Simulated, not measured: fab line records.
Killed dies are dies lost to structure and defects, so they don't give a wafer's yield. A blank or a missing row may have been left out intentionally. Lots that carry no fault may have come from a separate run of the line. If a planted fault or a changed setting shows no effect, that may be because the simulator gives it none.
Split-lot study ; flow sky130 ; route with 708 steps; 5 lots, 27 wafers read

== ABOUT THE SPLIT ==
At SKY_VIA2_ETCH_14 (etches BARC in N2/H2, stops on SiO2, time 45.9 s, target depth 60 nm), the setting time-s was moved away from the recipe's 45.9 s on 12 of the 27 wafers read, by -55.8% to +41.0%. For the rest of the wafers, this setting stayed at what the recipe calls for.

Reading taken at the split's own step.

== THE READING ==
oes-product-au, in a.u., at SKY_VIA2_ETCH_14 (etches BARC in N2/H2, stops on SiO2, time 45.9 s, target depth 60 nm). Typical for fault-free wafers on this fab line: 0.856 a.u., with standard deviation 0.0051 a.u.

wafer;tool, chamber at the split;time-s as run, s;against the recipe;oes-product-au, a.u.;against lot-mates on the recipe
L076.1;rie-diel-03, 2;55.65;+21.2%;0.824;-0.031
L076.2;rie-diel-03, 1;55.65;+21.2%;0.820;-0.035
L076.3;rie-diel-03, 0;45.9;recipe;0.856;-
L076.4;rie-diel-03, 3;45.9;recipe;0.854;-
L076.5;rie-diel-03, 2;55.65;+21.2%;0.825;-0.030
L076.6;rie-diel-03, 1;45.9;recipe;0.856;-
L077.1;rie-diel-01, 1;45.9;recipe;0.855;-
L077.3;rie-diel-01, 3;45.9;recipe;0.852;-
L077.4;rie-diel-01, 0;45.9;recipe;0.853;-
L078.1;rie-diel-02, 1;45.9;recipe;0.849;-
L078.2;rie-diel-02, 3;62.87;+37.0%;0.797;-0.054
L078.3;rie-diel-02, 0;62.87;+37.0%;0.801;-0.050
L078.4;rie-diel-02, 2;45.9;recipe;0.855;-
L078.5;rie-diel-02, 3;62.87;+37.0%;0.800;-0.051
L078.6;rie-diel-02, 0;45.9;recipe;0.850;-
L080.1;rie-diel-03, 0;45.9;recipe;0.868;-
L080.2;rie-diel-03, 3;45.9;recipe;0.860;-
L080.3;rie-diel-03, 2;45.9;recipe;0.851;-
L080.4;rie-diel-03, 1;64.74;+41.0%;0.804;-0.056
L080.5;rie-diel-03, 1;64.74;+41.0%;0.803;-0.057
L080.6;rie-diel-03, 2;64.74;+41.0%;0.804;-0.056
L085.1;rie-diel-03, 1;45.9;recipe;0.857;-
L085.2;rie-diel-03, 3;20.31;-55.8%;1.001;+0.143
L085.3;rie-diel-03, 0;45.9;recipe;0.857;-
L085.4;rie-diel-03, 2;20.31;-55.8%;0.999;+0.141
L085.5;rie-diel-03, 1;20.31;-55.8%;1.001;+0.143
L085.6;rie-diel-03, 2;45.9;recipe;0.860;-

FIT RESULTS
A straight line over all 27 wafers: oes-product-au changes by -0.00203 a.u. for each +1% of time-s; r = -0.97; the points scatter about the line by 0.014 a.u.
The same after taking each lot's own level away (the mean of its wafers on the recipe; 27 wafers): -0.00201 a.u. for each +1%; r = -0.97; scatter 0.013 a.u.
Per that fit: largest time-s move, reading shift of 0.11 a.u.
The lots' own levels span 0.8513 to 0.8597 a.u., that is 1.6 times the standard deviation above.
The two slopes agree, so the slope changes little with the lot-to-lot level.
Check: for one of the wafers moved furthest among these (-55.8%), held out of the fit, the line's prediction against its lot-mates is +0.116 a.u. Against them it came out at +0.143 a.u.
Tool readings at the split's step, against how far the setting was moved: oes-product-au r = -0.97.

== OTHER SPLITS APPLIED TO THESE WAFERS ==
Note: prior to the reading, these wafers also went through further splits. Each is held against what the fit with the lots' levels taken away leaves over:
other split on the same wafers;wafers away from the commonest value;r with oes-product-au (lot level and that fit taken away)
SKY_FIELD_ISO_WET_ETCH_18 time-s;21;-0.12
SKY_VT_ADJUST_HVTR_DEVELOP_06 develop-time-s;9;-0.07
SKY_GATE_OXIDE_OXIDATION_16 ox-time-s;21;-0.30
SKY_METAL2_SPUTTER_03 time-s;9;-0.31

== THE WHOLE CHAIN: every reading that the file lists as answering this split, in the file's order ==
step;what it does;reading;change (the file's fit);r (the file's)
SKY_VIA2_ETCH_14;etches BARC in N2/H2, stops on SiO2, time 45.9 s, target depth 60 nm;oes-product-au;-0.00194 a.u. for each +1% of the setting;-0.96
SKY_VIA2_ETCH_14;etches BARC in N2/H2, stops on SiO2, time 45.9 s, target depth 60 nm;KrF-thick_of_VIA2_COAT_07.thk-nm (the simulator's own value, which no gauge read);-0.421 nm for each +1% of the setting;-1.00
SKY_VIA2_ETCH_15;etches SiO2 in C4F8/O2/Ar, stops on TiN, target depth 546 nm, time 84 s;KrF-thick_of_VIA2_COAT_07.thk-nm (the simulator's own value, which no gauge read);-0.408 nm for each +1% of the setting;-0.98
SKY_VIA2_STRIP_16;strips in O2/N2;strip-time-to-endpoint-s;withheld for each +1% of the setting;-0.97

== THE FILE'S OWN FIT ==
oes-product-au changes by -0.00194 a.u. for each +1% of time-s, r = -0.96.
